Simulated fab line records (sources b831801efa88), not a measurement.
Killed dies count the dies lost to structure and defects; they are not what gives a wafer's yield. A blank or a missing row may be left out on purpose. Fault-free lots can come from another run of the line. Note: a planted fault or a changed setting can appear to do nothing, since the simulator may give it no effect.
Struck lot and sound lot, side by side | flow sky130 | 18 steps out of a route of 708
Sound: the wafers L856.1, L856.2, L856.4. The struck wafers were L857.2, L857.3, L857.5. Last of all comes the cause.
Order at every step that has rows: each side's tool, ch and its chambers, its first start. Under that, the readings that differ: sound wafers | struck wafers | difference of the means | sigmas: that difference in standard deviations of wafers without a fault.
alike: readings whose means differ by less than 2 such deviations, and words and numbers that are the same on both sides. not compared: withheld readings, readings that some wafer has no value for, bounds like >300 that may hide the same value, and numbers for which the record gives no deviation and whose values overlap.
A row with sigmas, a row that says differs or no value, or rows on one side alone: a step with any of these is where the two part. Numbers that don't overlap but have no deviation are shown without sigmas and don't part them. A reading missing from all wafers of one side parts the sides only when that side holds two or more wafers.

first, 3 steps without rows for these wafers: SKY_SD_P_EXPOSE_04 (exposes mask PSDM, target cd 380 nm); SKY_SD_P_PEB_05; SKY_SD_P_DEVELOP_06 (develop time 60 s).
SKY_SD_P_CD_MEAS_07: target cd 380 nm.
  sound: cd sem-02 at day 26 02:23; struck: cd sem-01 at day 26 10:12
  alike: cd nm
SKY_SD_P_OVL_MEAS_08:
  sound: overlay-01 at day 26 02:31; struck: overlay-01 at day 26 10:18
  reading       | sound          | struck      | difference | sigmas
  SD_P_OVL (nm) | -2.4 -1.2 -0.5 | 0.7 2.2 2.6 | +3.2       | +2
next, for these wafers, 1 step has no rows: SKY_SD_P_IMPLANT_09.
SKY_SD_P_STRIP_10: strips in O2/N2.
  sound on plasma asher-02 ch 0,1, day 26 02:45; struck on plasma asher-02 ch 0,1, day 26 10:29
  alike: drypump motor current A, n2 flow sccm, oes product au, strip time to endpoint s
  not compared: rf hours counter h
SKY_SD_P_TW_MEAS_11:
  sound: film metro-04 at day 26 02:51; struck: film metro-03 at day 26 10:35
  alike: SD_P_TW
then, 4 steps without rows for these wafers: SKY_RES_XHIGH_DEHYDRATE_00 (time 60 s); SKY_RES_XHIGH_HMDS_01 (prime time 60 s); SKY_RES_XHIGH_COAT_02 (resist thk 1140 nm); SKY_RES_XHIGH_SOFTBAKE_03 (time 60 s).
SKY_RES_XHIGH_EXPOSE_04: exposes mask URPM, target cd 1270 nm.
  sound on iline stepper-01 ch 0, day 26 17:11; struck on iline stepper-01, day 27 01:28
  no value came back on the struck wafers for exposure dose mJ cm2, focus offset nm (nm); on the sound wafers exposure dose mJ cm2 reads 140.11 139.93 139.88
  alike: mask
then, 3 steps without rows for these wafers: SKY_RES_XHIGH_PEB_05; SKY_RES_XHIGH_DEVELOP_06 (develop time 60 s); SKY_RES_XHIGH_IMPLANT_07.
SKY_RES_XHIGH_STRIP_08: strips in O2/N2.
  sound on plasma asher-04 ch 0,1, day 27 07:46; struck on plasma asher-01 ch 0,1, day 27 15:50
  alike: drypump motor current A, n2 flow sccm, oes product au, strip time to endpoint s
  not compared: rf hours counter h
SKY_RES_XHIGH_TW_MEAS_09:
  sound: film metro-02 at day 27 07:52; struck: film metro-03 at day 27 16:10
  reading      | sound          | struck   | difference | sigmas
  RES_XHIGH_TW | 1635 1627 1629 | 30 30 30 | -1600      | -99 or more
  not compared: hold

== WHERE THEY PART ==
First at SKY_SD_P_OVL_MEAS_08; last, within this record, at SKY_RES_XHIGH_TW_MEAS_09.

WHY: whatever the simulator had introduced
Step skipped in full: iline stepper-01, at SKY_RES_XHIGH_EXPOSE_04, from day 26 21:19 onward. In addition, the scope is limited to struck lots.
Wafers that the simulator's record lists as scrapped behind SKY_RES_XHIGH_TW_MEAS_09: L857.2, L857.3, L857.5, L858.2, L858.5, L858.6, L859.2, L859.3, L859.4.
